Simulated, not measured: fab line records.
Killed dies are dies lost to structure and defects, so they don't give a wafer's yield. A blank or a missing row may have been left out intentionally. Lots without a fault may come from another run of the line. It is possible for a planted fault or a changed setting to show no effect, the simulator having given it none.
Which tool was responsible? | flow sfqLine | Sampling: 14 lots, 42 wafers, 6 of 325 route steps

## WHAT THE GAUGES READ, wafer by wafer
SFQ_R5_RS_MEAS_933: measurement is done with a four-point probe.
lot  | measured     | on           | R5_MONX_RS (ohm/sq)
L412 | day 48 02:30 | filmMetro-01 | 6.91 6.98 6.95
L416 | day 50 07:04 | filmMetro-01 | 6.99 7.00 7.05
L417 | day 50 19:02 | filmMetro-02 | 7.08 7.20 7.07
L418 | day 51 05:41 | filmMetro-01 | 6.95 6.97 6.98
L419 | day 51 16:04 | filmMetro-03 | 7.20 7.07 7.00
L421 | day 52 08:41 | filmMetro-01 | 6.95 6.92 7.01
L422 | day 52 14:43 | filmMetro-03 | 7.11 7.08 7.03
L423 | day 52 18:44 | filmMetro-03 | 7.08 7.33 7.31
L424 | day 52 23:42 | filmMetro-03 | 6.92 4.69 6.94
L427 | day 53 19:01 | filmMetro-02 | 6.89 7.08 6.93
L428 | day 54 00:41 | filmMetro-01 | 7.08 6.97 6.91
L429 | day 54 03:41 | filmMetro-03 | 4.71 4.74 4.79
L430 | day 54 09:41 | filmMetro-02 | 6.96 7.05 7.26
L432 | day 55 03:01 | filmMetro-03 | 6.92 6.95 6.84

SFQ_R5_THK_MEAS_934: measures by xrf.
lot  | measured     | on           | R5_MONX_THK (nm)
L412 | day 48 02:37 | filmMetro-01 | 39.5 39.1 39.1
L416 | day 50 07:10 | filmMetro-01 | 39.3 39.1 39.2
L417 | day 50 19:09 | filmMetro-02 | 39.0 38.4 39.2
L418 | day 51 05:48 | filmMetro-01 | 39.0 39.1 39.0
L419 | day 51 16:10 | filmMetro-03 | 38.2 39.2 39.4
L421 | day 52 08:48 | filmMetro-01 | 39.5 39.7 39.2
L422 | day 52 14:49 | filmMetro-03 | 39.0 39.1 39.6
L423 | day 52 18:52 | filmMetro-03 | 38.8 37.7 37.9
L424 | day 52 23:49 | filmMetro-03 | 40.0 60.4 39.7
L427 | day 53 19:07 | filmMetro-02 | 40.5 39.4 39.9
L428 | day 54 00:48 | filmMetro-01 | 38.5 39.3 39.4
L429 | day 54 03:48 | filmMetro-03 | 60.0 59.6 58.9
L430 | day 54 09:48 | filmMetro-02 | 39.5 39.3 38.2
L432 | day 55 03:08 | filmMetro-03 | 40.3 40.3 40.7

## TOOL THAT RAN EACH LOT (tool first, then ch and the chambers of the sampled wafers, then the start)
lot  | SFQ_TRILAYER_M5_STRIP_STRIP_127  | SFQ_TRILAYER_A5B_CMP_CMP_130  | SFQ_TRILAYER_R5_DEP_SPUTTER_132 | SFQ_TRILAYER_R5_DEP_SPUTTER_133
L412 | rieMetal-01 ch 0,1, day 45 01:44 | cmp-01 ch 0,2,3, day 47 22:42 | pvdSputter-05, day 48 02:24     | pvdSputter-05, day 48 02:25
L416 | rieMetal-01 ch 0,1, day 47 09:08 | cmp-02 ch 2,3, day 50 03:14   | pvdSputter-03, day 50 06:56     | pvdSputter-03, day 50 06:58
L417 | rieMetal-02 ch 0, day 47 18:32   | cmp-02 ch 1,3, day 50 15:14   | pvdSputter-03, day 50 18:56     | pvdSputter-03, day 50 18:58
L418 | rieMetal-03 ch 0,1, day 48 08:56 | cmp-01 ch 0,1, day 51 01:23   | pvdSputter-05, day 51 05:35     | pvdSputter-05, day 51 05:36
L419 | rieMetal-02 ch 0,1, day 48 17:32 | cmp-02 ch 1,2, day 51 11:44   | pvdSputter-03, day 51 15:56     | pvdSputter-03, day 51 15:58
L421 | rieMetal-01 ch 0,1, day 49 12:32 | cmp-01 ch 1,2,3, day 52 04:53 | pvdSputter-03, day 52 08:35     | pvdSputter-03, day 52 08:36
L422 | rieMetal-03 ch 0,1, day 49 21:08 | cmp-01 ch 0,2, day 52 10:23   | pvdSputter-03, day 52 14:35     | pvdSputter-03, day 52 14:36
L423 | rieMetal-01 ch 0, day 50 01:46   | cmp-02 ch 0,2,3, day 52 14:27 | pvdSputter-03, day 52 18:39     | pvdSputter-03, day 52 18:40
L424 | rieMetal-03 ch 0,1, day 50 05:22 | cmp-01 ch 0,1,2, day 52 20:23 | pvdSputter-03, day 52 23:35     | pvdSputter-03, day 52 23:36
L427 | rieMetal-01 ch 0,1, day 51 01:44 | cmp-02 ch 0,1, day 53 14:41   | pvdSputter-05, day 53 18:53     | pvdSputter-05, day 53 18:54
L428 | rieMetal-03 ch 0,1, day 51 07:32 | cmp-01 ch 0,2,3, day 53 20:53 | pvdSputter-05, day 54 00:35     | pvdSputter-05, day 54 00:36
L429 | rieMetal-02 ch 0,1, day 51 13:38 | cmp-01 ch 0,1,2, day 53 23:23 | pvdSputter-03, day 54 03:35     | pvdSputter-03, day 54 03:36
L430 | rieMetal-02 ch 0,1, day 51 20:50 | cmp-01 ch 0,1,3, day 54 05:23 | pvdSputter-04, day 54 09:35     | pvdSputter-04, day 54 09:36
L432 | rieMetal-03 ch 0, day 52 17:44   | cmp-02 ch 0,1,3, day 54 22:43 | pvdSputter-05, day 55 02:55     | pvdSputter-05, day 55 02:56
- SFQ_TRILAYER_M5_STRIP_STRIP_127: strips in O2.
- SFQ_TRILAYER_A5B_CMP_CMP_130: polishes, stops on Nb, target thk 340.7 nm.
- SFQ_TRILAYER_R5_DEP_SPUTTER_132: material Ti, target thk 5 nm, time 5 s.
- SFQ_TRILAYER_R5_DEP_SPUTTER_133: material MoNx, target thk 40 nm, time 66.7 s.

## WHAT THE TOOLS THEMSELVES READ (means of the sampled wafers that have a number; where no wafer has one, the mark that the record gives instead)
SFQ_TRILAYER_M5_STRIP_STRIP_127.
lot  | tool        | drypumpMotorCurrentA (A) | oesProductAu (a.u.)
L412 | rieMetal-01 | 6.3                      | 0.997
L416 | rieMetal-01 | 6.2                      | 0.995
L417 | rieMetal-02 | 5.6                      | 1.006
L418 | rieMetal-03 | 6.1                      | 0.994
L419 | rieMetal-02 | 5.7                      | 0.998
L421 | rieMetal-01 | 6.2                      | 0.998
L422 | rieMetal-03 | 6.1                      | 1.014
L423 | rieMetal-01 | 6.2                      | 0.991
L424 | rieMetal-03 | 6.1                      | 1.005
L427 | rieMetal-01 | 6.3                      | 0.993
L428 | rieMetal-03 | 6.4                      | 0.997
L429 | rieMetal-02 | 5.6                      | 1.006
L430 | rieMetal-02 | 5.7                      | 1.009
L432 | rieMetal-03 | 5.9                      | 1.018

SFQ_TRILAYER_A5B_CMP_CMP_130.
lot  | tool   | motorCurrentA (A)
L412 | cmp-01 | 11.2
L416 | cmp-02 | 10.5
L417 | cmp-02 | 9.7
L418 | cmp-01 | 11.9
L419 | cmp-02 | 9.8
L421 | cmp-01 | 11.4
L422 | cmp-01 | 10.9
L423 | cmp-02 | 10.1
L424 | cmp-01 | 11.4
L427 | cmp-02 | 9.7
L428 | cmp-01 | 11.1
L429 | cmp-01 | 11.6
L430 | cmp-01 | 11.4
L432 | cmp-02 | 10.0

SFQ_TRILAYER_R5_DEP_SPUTTER_132.
lot  | tool          | throttleValvePct (%)
L412 | pvdSputter-05 | 30.1
L416 | pvdSputter-03 | 31.1
L417 | pvdSputter-03 | 29.7
L418 | pvdSputter-05 | 29.8
L419 | pvdSputter-03 | 30.0
L421 | pvdSputter-03 | 30.7
L422 | pvdSputter-03 | 30.7
L423 | pvdSputter-03 | 30.2
L424 | pvdSputter-03 | 31.0
L427 | pvdSputter-05 | 29.7
L428 | pvdSputter-05 | 29.9
L429 | pvdSputter-03 | 30.5
L430 | pvdSputter-04 | 29.6
L432 | pvdSputter-05 | 30.0

SFQ_TRILAYER_R5_DEP_SPUTTER_133.
lot  | tool          | throttleValvePct (%)
L412 | pvdSputter-05 | 30.1
L416 | pvdSputter-03 | 31.0
L417 | pvdSputter-03 | 29.6
L418 | pvdSputter-05 | 29.9
L419 | pvdSputter-03 | 30.0
L421 | pvdSputter-03 | 30.6
L422 | pvdSputter-03 | 30.7
L423 | pvdSputter-03 | 30.2
L424 | pvdSputter-03 | 31.0
L427 | pvdSputter-05 | 29.8
L428 | pvdSputter-05 | 30.1
L429 | pvdSputter-03 | 30.5
L430 | pvdSputter-04 | 29.6
L432 | pvdSputter-05 | 30.0

## THE ANSWER, worked out from the rows above alone
Rule: the lots themselves supply what counts as usual. The widest of any qualifying gaps counts: lots, ordered by their means at a reading, are off when they make up no more than a third of the lots, leave a main group of 4 or more, and stand apart from it by 3 or more times the standard deviation of that group's means. A main group is skipped when, at the precision printed for the reading in the tables above, its means are all equal. A lot without any number at a reading at which 4 lots or more have one is off too. The other lots that the step has rows for count as sound. First the gauges in route order, then the tools' own readings, where a lot's mean is used as printed above. At the first step where some lot is off, the reading lying furthest off is the one used; lots without a number count as furthest.
Off: L424, L429, at SFQ_R5_RS_MEAS_933 (R5_MONX_RS). Mean 7.03 ohm/sq and standard deviation 0.091 in the main group.
If a tool, at a process step before that reading, ran all the lots that are off and no sound lot after the first of them, it fits. Gauges at SFQ_R5_RS_MEAS_933: tried the same way as those tools. One candidate fits, namely pvdSputter-03 at SFQ_TRILAYER_R5_DEP_SPUTTER_132 and SFQ_TRILAYER_R5_DEP_SPUTTER_133. At SFQ_TRILAYER_R5_DEP_SPUTTER_132 its last sound lot is L423 (day 52 18:39), its first lot that is off L424 (day 52 23:35): a fault that began between those two fits.

## WHAT THE SIMULATOR PUT IN
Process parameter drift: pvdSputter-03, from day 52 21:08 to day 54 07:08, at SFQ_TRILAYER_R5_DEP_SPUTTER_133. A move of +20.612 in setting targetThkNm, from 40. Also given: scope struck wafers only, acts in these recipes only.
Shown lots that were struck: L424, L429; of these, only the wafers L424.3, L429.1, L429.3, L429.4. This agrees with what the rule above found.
